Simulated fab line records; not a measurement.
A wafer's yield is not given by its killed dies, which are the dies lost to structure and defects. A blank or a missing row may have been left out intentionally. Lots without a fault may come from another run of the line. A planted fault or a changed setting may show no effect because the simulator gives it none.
Which tool is to blame? + flow sky130 + 24 lots, 72 wafers sampled, at 6 steps of a route of 708

WHAT EACH GAUGE READ, for each wafer
SKY_RES_XHIGH_TW_MEAS_09.
| lot  | measured     | on            | RES_XHIGH_TW   |
|------|--------------|---------------|----------------|
| L074 | day 27 13:45 | film-metro-02 | 1659 1661 1665 |
| L075 | day 27 18:49 | film-metro-02 | 1666 1669 1674 |
| L076 | day 28 09:28 | film-metro-04 | 1662 1651 1646 |
| L077 | day 29 01:37 | film-metro-02 | 1654 1672 1665 |
| L078 | day 29 10:10 | film-metro-04 | 1661 1656 1658 |
| L079 | day 29 14:11 | film-metro-04 | 1652 1656 1660 |
| L080 | day 29 21:39 | film-metro-04 | 1658 1660 1661 |
| L081 | day 30 05:39 | film-metro-01 | 1648 1651 1654 |
| L082 | day 30 11:56 | film-metro-01 | 1649 1650 1652 |
| L083 | day 30 21:14 | film-metro-01 | 1660 1654 1648 |
| L084 | day 31 07:02 | film-metro-01 | 1665 1656 1656 |
| L085 | day 31 19:59 | film-metro-02 | 1667 1659 1666 |
| L086 | day 31 22:27 | film-metro-02 | 1668 1664 1652 |
| L087 | day 32 07:58 | film-metro-01 | 1637 1646 1642 |
| L088 | day 32 14:38 | film-metro-04 | 1656 1653 1657 |
| L089 | day 32 19:48 | film-metro-01 | 1647 1639 1635 |
| L090 | day 33 08:43 | film-metro-01 | 1651 1660 1650 |
| L091 | day 33 23:11 | film-metro-04 | 1645 1637 1648 |
| L093 | day 34 07:08 | film-metro-01 | 1650 1652 1652 |
| L092 | day 34 09:54 | film-metro-01 | 1657 1652 1658 |
| L094 | day 34 14:57 | film-metro-02 | 1647 1657 1651 |
| L095 | day 35 01:24 | film-metro-04 | 1653 1653 1658 |
| L096 | day 35 05:57 | film-metro-01 | 1665 1666 1667 |
| L097 | day 35 13:29 | film-metro-04 | 1652 1640 1644 |

SKY_SD_N_RS_MEAS_18: a four-point-probe measurement.
| lot  | measured     | on            | RES_XHIGH_RS (ohm/sq) |
|------|--------------|---------------|-----------------------|
| L074 | day 28 18:38 | film-metro-02 | 326.7 327.6 327.0     |
| L075 | day 29 00:29 | film-metro-02 | 327.9 326.1 328.6     |
| L076 | day 29 15:08 | film-metro-04 | 328.2 328.2 329.4     |
| L077 | day 30 07:22 | film-metro-01 | 326.5 326.4 325.3     |
| L078 | day 30 15:54 | film-metro-02 | 327.2 327.4 326.5     |
| L079 | day 30 19:40 | film-metro-04 | 328.3 327.3 327.6     |
| L080 | day 31 03:19 | film-metro-04 | 326.5 326.5 326.7     |
| L081 | day 31 10:56 | film-metro-04 | 329.4 328.9 327.4     |
| L082 | day 31 17:37 | film-metro-04 | 327.2 327.6 327.8     |
| L083 | day 32 02:50 | film-metro-04 | 325.2 326.5 326.6     |
| L084 | day 32 12:16 | film-metro-01 | 326.6 327.1 327.4     |
| L085 | day 33 01:47 | film-metro-02 | 327.2 327.7 327.4     |
| L086 | day 33 03:48 | film-metro-01 | 327.6 325.8 327.4     |
| L087 | day 33 13:20 | film-metro-01 | 329.0 327.7 328.5     |
| L088 | day 33 19:52 | film-metro-04 | 325.1 326.2 328.2     |
| L089 | day 34 01:05 | film-metro-04 | 326.5 327.8 326.4     |
| L090 | day 34 12:53 | film-metro-04 | 327.1 327.3 327.8     |
| L091 | day 35 03:58 | film-metro-01 | 325.3 324.4 324.4     |
| L093 | day 35 13:05 | film-metro-04 | 326.3 326.7 327.2     |
| L092 | day 35 14:45 | film-metro-02 | 328.3 326.6 328.8     |
| L094 | day 35 20:34 | film-metro-01 | 329.3 326.6 326.9     |
| L095 | day 36 07:18 | film-metro-02 | 327.6 327.0 327.7     |
| L096 | day 36 11:51 | film-metro-04 | 325.2 324.6 324.3     |
| L097 | day 36 19:20 | film-metro-01 | 327.9 328.8 328.6     |

SKY_LI_CONTACT_OVL_MEAS_13.
| lot  | measured     | on         | LI_CONTACT_OVL (nm) |
|------|--------------|------------|---------------------|
| L074 | day 30 00:22 | overlay-01 | -9 -3 -8            |
| L075 | day 30 05:13 | overlay-01 | -5 -7 -3            |
| L076 | day 30 20:41 | overlay-01 | 2 -4 0              |
| L077 | day 31 12:58 | overlay-01 | -3 1 -5             |
| L078 | day 31 20:59 | overlay-02 | 5 -1 -7             |
| L079 | day 32 01:13 | overlay-01 | -3 -3 2             |
| L080 | day 32 08:55 | overlay-02 | -12 -3 -4           |
| L081 | day 32 16:28 | overlay-01 | -1 -2 3             |
| L082 | day 32 23:10 | overlay-01 | 2 0 -2              |
| L083 | day 33 08:52 | overlay-02 | 0 2 4               |
| L084 | day 33 17:31 | overlay-01 | -7 4 -7             |
| L085 | day 34 07:01 | overlay-01 | -1 -2 5             |
| L086 | day 34 08:29 | overlay-02 | 5 4 7               |
| L087 | day 34 19:11 | overlay-02 | 0 0 -3              |
| L088 | day 35 00:52 | overlay-01 | -3 0 -9             |
| L089 | day 35 06:46 | overlay-01 | 5 5 0               |
| L090 | day 35 18:43 | overlay-02 | 4 4 7               |
| L091 | day 36 09:07 | overlay-01 | 2 6 -2              |
| L093 | day 36 19:01 | overlay-02 | -11 -9 -9           |
| L092 | day 36 20:11 | overlay-01 | 9 7 10              |
| L094 | day 37 02:25 | overlay-01 | 1 -5 4              |
| L095 | day 37 12:07 | overlay-02 | -1 0 7              |
| L096 | day 37 17:41 | overlay-02 | -1 -8 -6            |
| L097 | day 38 00:46 | overlay-02 | 0 1 -4              |

SKY_LOCAL_INTERCONNECT_RS_MEAS_01: a four-point-probe measurement.
| lot  | measured     | on            | LOCAL_INTERCONNECT_TIN_RS (ohm/sq) |
|------|--------------|---------------|------------------------------------|
| L074 | day 30 01:38 | film-metro-03 | 14.42 14.22 14.26                  |
| L075 | day 30 06:30 | film-metro-02 | 14.35 14.34 14.34                  |
| L076 | day 30 22:02 | film-metro-02 | 13.91 14.04 13.94                  |
| L077 | day 31 14:16 | film-metro-02 | 13.97 14.00 14.02                  |
| L078 | day 31 22:17 | film-metro-04 | 14.15 14.22 14.17                  |
| L079 | day 32 02:35 | film-metro-02 | 14.25 14.17 14.20                  |
| L080 | day 32 10:11 | film-metro-02 | 14.07 14.08 13.96                  |
| L081 | day 32 17:44 | film-metro-03 | 14.24 14.32 14.28                  |
| L082 | day 33 00:26 | film-metro-03 | 14.04 14.08 14.11                  |
| L083 | day 33 11:39 | film-metro-02 | 14.04 14.15 14.12                  |
| L084 | day 33 18:47 | film-metro-03 | 14.00 14.13 13.87                  |
| L085 | day 34 08:17 | film-metro-03 | 13.76 13.90 13.71                  |
| L086 | day 34 09:46 | film-metro-04 | 13.82 13.82 14.01                  |
| L087 | day 34 20:30 | film-metro-04 | 14.11 14.26 14.20                  |
| L088 | day 35 02:09 | film-metro-03 | 13.80 13.75 13.78                  |
| L089 | day 35 08:02 | film-metro-03 | 14.25 14.35 14.39                  |
| L090 | day 35 19:59 | film-metro-04 | 14.23 14.28 14.33                  |
| L091 | day 36 10:23 | film-metro-02 | 14.20 14.06 14.26                  |
| L093 | day 36 20:36 | film-metro-03 | 14.06 13.99 14.23                  |
| L092 | day 36 21:31 | film-metro-04 | 14.44 14.33 14.37                  |
| L094 | day 37 03:48 | film-metro-02 | 14.18 14.11 14.10                  |
| L095 | day 37 13:32 | film-metro-03 | 14.23 14.21 14.33                  |
| L096 | day 37 19:07 | film-metro-03 | 14.08 13.91 14.08                  |
| L097 | day 38 02:03 | film-metro-03 | 14.31 14.08 14.17                  |

SKY_CONTACT_RS_MEAS_25: a four-point-probe measurement.
| lot  | measured     | on            | CONTACT_W_RS (ohm/sq) |
|------|--------------|---------------|-----------------------|
| L074 | day 32 13:17 | film-metro-01 | 0.334 0.341 0.339     |
| L075 | day 32 18:22 | film-metro-01 | 0.345 0.340 0.345     |
| L076 | day 33 11:07 | film-metro-01 | 0.337 0.341 0.344     |
| L077 | day 34 02:18 | film-metro-01 | 0.338 0.342 0.340     |
| L078 | day 34 09:18 | film-metro-03 | 0.339 0.340 0.334     |
| L079 | day 34 15:41 | film-metro-01 | 0.338 0.338 0.345     |
| L080 | day 34 22:13 | film-metro-03 | 0.334 0.339 0.337     |
| L081 | day 35 05:27 | film-metro-01 | 0.335 0.336 0.332     |
| L082 | day 35 11:11 | film-metro-01 | 0.337 0.331 0.337     |
| L083 | day 36 00:03 | film-metro-03 | 0.340 0.341 0.335     |
| L084 | day 36 06:42 | film-metro-01 | 0.336 0.342 0.327     |
| L085 | day 36 20:22 | film-metro-03 | 0.340 0.341 0.339     |
| L086 | day 36 21:36 | film-metro-03 | 0.342 0.331 0.338     |
| L087 | day 37 09:16 | film-metro-03 | 0.337 0.342 0.345     |
| L088 | day 37 14:53 | film-metro-03 | 0.338 0.341 0.341     |
| L089 | day 37 19:51 | film-metro-02 | 0.336 0.333 0.331     |
| L090 | day 38 09:05 | film-metro-03 | 0.336 0.333 0.328     |
| L091 | day 38 23:25 | film-metro-02 | 0.341 0.334 0.341     |
| L093 | day 39 08:44 | film-metro-01 | 0.337 0.335 0.337     |
| L092 | day 39 10:28 | film-metro-03 | 0.330 0.332 0.333     |
| L094 | day 39 16:08 | film-metro-02 | 0.340 0.333 0.334     |
| L095 | day 40 01:34 | film-metro-03 | 0.329 0.330 0.330     |
| L096 | day 40 07:24 | film-metro-03 | 0.339 0.338 0.343     |
| L097 | day 40 14:11 | film-metro-03 | 0.337 0.337 0.334     |

WHICH TOOL RAN EACH LOT (tool, then ch and the chambers of the sampled wafers, then the start)
| lot  | SKY_LI_CONTACT_CVD_21         |
|------|-------------------------------|
| L074 | cvd-w-01 ch 0, day 30 00:58   |
| L075 | cvd-w-02 ch 0,1, day 30 05:49 |
| L076 | cvd-w-01 ch 0,1, day 30 21:20 |
| L077 | cvd-w-02 ch 0,1, day 31 13:36 |
| L078 | cvd-w-01 ch 0,1, day 31 21:37 |
| L079 | cvd-w-01 ch 0,1, day 32 01:49 |
| L080 | cvd-w-02 ch 0,1, day 32 09:31 |
| L081 | cvd-w-02 ch 0,1, day 32 17:04 |
| L082 | cvd-w-02 ch 0,1, day 32 23:46 |
| L083 | cvd-w-01 ch 0,1, day 33 09:28 |
| L084 | cvd-w-01 ch 0,1, day 33 18:07 |
| L085 | cvd-w-02 ch 0,1, day 34 07:37 |
| L086 | cvd-w-01 ch 0,1, day 34 09:04 |
| L087 | cvd-w-01 ch 0,1, day 34 19:49 |
| L088 | cvd-w-01 ch 0,1, day 35 01:29 |
| L089 | cvd-w-02 ch 1, day 35 07:22   |
| L090 | cvd-w-02 ch 0,1, day 35 19:19 |
| L091 | cvd-w-01 ch 0,1, day 36 09:43 |
| L093 | cvd-w-01 ch 0,1, day 36 19:38 |
| L092 | cvd-w-01 ch 1, day 36 20:47   |
| L094 | cvd-w-02 ch 1, day 37 03:01   |
| L095 | cvd-w-02 ch 1, day 37 12:45   |
| L096 | cvd-w-01 ch 0,1, day 37 18:16 |
| L097 | cvd-w-02 ch 0,1, day 38 01:23 |
- SKY_LI_CONTACT_CVD_21: deposits W, target thk 400 nm, time 120.56 s.

WHAT THE TOOLS THEMSELVES READ (means of the sampled wafers that have a number; where no wafer has one, the mark that the record gives instead)
SKY_LI_CONTACT_CVD_21.
| lot  | tool     | heater-power-outer-w (W) | heater-power-w (W) |
|------|----------|--------------------------|--------------------|
| L074 | cvd-w-01 | 416                      | 672                |
| L075 | cvd-w-02 | 568                      | 882                |
| L076 | cvd-w-01 | 467                      | 762                |
| L077 | cvd-w-02 | 541                      | 870                |
| L078 | cvd-w-01 | 438                      | 719                |
| L079 | cvd-w-01 | 438                      | 703                |
| L080 | cvd-w-02 | 556                      | 876                |
| L081 | cvd-w-02 | 568                      | 894                |
| L082 | cvd-w-02 | 569                      | 888                |
| L083 | cvd-w-01 | 434                      | 717                |
| L084 | cvd-w-01 | 474                      | 761                |
| L085 | cvd-w-02 | 573                      | 887                |
| L086 | cvd-w-01 | 468                      | 761                |
| L087 | cvd-w-01 | 465                      | 758                |
| L088 | cvd-w-01 | 473                      | 759                |
| L089 | cvd-w-02 | 538                      | 870                |
| L090 | cvd-w-02 | 554                      | 891                |
| L091 | cvd-w-01 | 469                      | 765                |
| L093 | cvd-w-01 | 465                      | 757                |
| L092 | cvd-w-01 | 489                      | 810                |
| L094 | cvd-w-02 | 545                      | 884                |
| L095 | cvd-w-02 | 536                      | 871                |
| L096 | cvd-w-01 | 468                      | 758                |
| L097 | cvd-w-02 | 561                      | 893                |

THE ANSWER, worked out from the rows above alone
Rule: what is usual is taken from the lots themselves. Put in order of their means at a reading, lots are off if they are a third of the lots or fewer, leave a main group of 4 or more, and stand apart from it by a gap of 3 or more times the standard deviation of the main group's means; of several such gaps the widest counts. The tables above print the reading to a certain number of digits; a main group whose means all agree to those digits is not used. Also off: a lot with no number at a reading for which 4 or more lots have one. Any other lot the step has rows for is counted as sound. The gauges are gone through in route order, then the tools' own readings, and for those a lot's mean is taken as printed above. The first step at which some lot is off is used, and at that step the reading that is off furthest; a lot without a number counts as furthest.
No lot is off at any reading shown: from this, nothing can be told.

WHAT HAD BEEN PUT IN BY THE SIMULATOR
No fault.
